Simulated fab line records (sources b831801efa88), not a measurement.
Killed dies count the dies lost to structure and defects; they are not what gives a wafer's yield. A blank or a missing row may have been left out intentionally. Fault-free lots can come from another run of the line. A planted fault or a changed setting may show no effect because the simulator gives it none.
Which tool was responsible? || flow sky130 || 12 lots, 36 wafers sampled, at 2 steps of a route of 708

== WHAT EACH GAUGE READ, for each wafer ==
SKY_VIA4_BOW_MEAS_03. Usual: VIA4_BOW typically reads 78 um, with standard deviation 7.5.
{"lot": "L253", "measured": "day 42 13:50", "on": "film metro-04", "VIA4_BOW (um)": "79 83 91", "flag": ""}
{"lot": "L254", "measured": "day 43 00:26", "on": "film metro-04", "VIA4_BOW (um)": "76 82 88", "flag": ""}
{"lot": "L255", "measured": "day 43 04:09", "on": "film metro-03", "VIA4_BOW (um)": "70 64 86", "flag": ""}
{"lot": "L256", "measured": "day 43 13:17", "on": "film metro-02", "VIA4_BOW (um)": "75 79 77", "flag": ""}
{"lot": "L258", "measured": "day 44 09:20", "on": "film metro-03", "VIA4_BOW (um)": "73 81 92", "flag": ""}
{"lot": "L259", "measured": "day 44 10:16", "on": "film metro-03", "VIA4_BOW (um)": "85 96 79", "flag": ""}
{"lot": "L260", "measured": "day 44 16:01", "on": "film metro-04", "VIA4_BOW (um)": "86 78 80", "flag": ""}
{"lot": "L261", "measured": "day 44 21:07", "on": "film metro-03", "VIA4_BOW (um)": "77 91 89", "flag": ""}
{"lot": "L262", "measured": "day 45 02:22", "on": "film metro-03", "VIA4_BOW (um)": "76 70 83", "flag": ""}
{"lot": "L263", "measured": "day 45 14:56", "on": "film metro-04", "VIA4_BOW (um)": "69 77 77", "flag": ""}
{"lot": "L264", "measured": "day 45 15:52", "on": "film metro-03", "VIA4_BOW (um)": "71 67 79", "flag": ""}
{"lot": "L273", "measured": "day 47 22:43", "on": "film metro-04", "VIA4_BOW (um)": "76 75 74", "flag": ""}

== WHAT TOOL EACH LOT RAN ON (gives the tool, then ch and the chambers of the sampled wafers, and finally the start) ==
{"lot": "L253", "SKY_VIA3_STRIP_17": "wet bench-03 ch 2, day 40 10:29"}
{"lot": "L254", "SKY_VIA3_STRIP_17": "wet bench-04 ch 2, day 40 21:01"}
{"lot": "L255", "SKY_VIA3_STRIP_17": "wet bench-04 ch 1, day 41 03:18"}
{"lot": "L256", "SKY_VIA3_STRIP_17": "wet bench-04 ch 2, day 41 10:05"}
{"lot": "L258", "SKY_VIA3_STRIP_17": "wet bench-01 ch 0, day 42 07:38"}
{"lot": "L259", "SKY_VIA3_STRIP_17": "wet bench-01 ch 3, day 42 09:26"}
{"lot": "L260", "SKY_VIA3_STRIP_17": "wet bench-04 ch 1, day 42 16:05"}
{"lot": "L261", "SKY_VIA3_STRIP_17": "wet bench-04 ch 2, day 42 20:17"}
{"lot": "L262", "SKY_VIA3_STRIP_17": "wet bench-04 ch 3, day 43 02:59"}
{"lot": "L263", "SKY_VIA3_STRIP_17": "wet bench-01 ch 3, day 43 15:29"}
{"lot": "L264", "SKY_VIA3_STRIP_17": "wet bench-04 ch 0, day 43 16:11"}
{"lot": "L273", "SKY_VIA3_STRIP_17": "wet bench-03 ch 0, day 46 02:05"}
- SKY_VIA3_STRIP_17: strips in post etch residue remover, time 1200 s.

== WHAT THE TOOLS THEMSELVES READ (means of the sampled wafers that have a number; where no wafer has one, the mark that the record gives instead) ==
The record holds no such reading with a usual standard deviation.

== THE ANSWER, worked out from the rows above alone ==
Rule: a lot counts as off when the mean over its wafers that have a number is more than 3 standard deviations away from the usual mean. Also off: a lot with no number at a reading for which 4 or more lots have one. The other lots that the step has rows for count as sound. The gauges are gone through in route order, then the tools' own readings, and for those a lot's mean is taken as printed above. The first step at which some lot is off is used, and at that step the reading that is off furthest; a lot without a number counts as furthest.
No lot is off on any of the readings shown, so nothing can be concluded from this.

== WHAT THE SIMULATOR HAD INSERTED ==
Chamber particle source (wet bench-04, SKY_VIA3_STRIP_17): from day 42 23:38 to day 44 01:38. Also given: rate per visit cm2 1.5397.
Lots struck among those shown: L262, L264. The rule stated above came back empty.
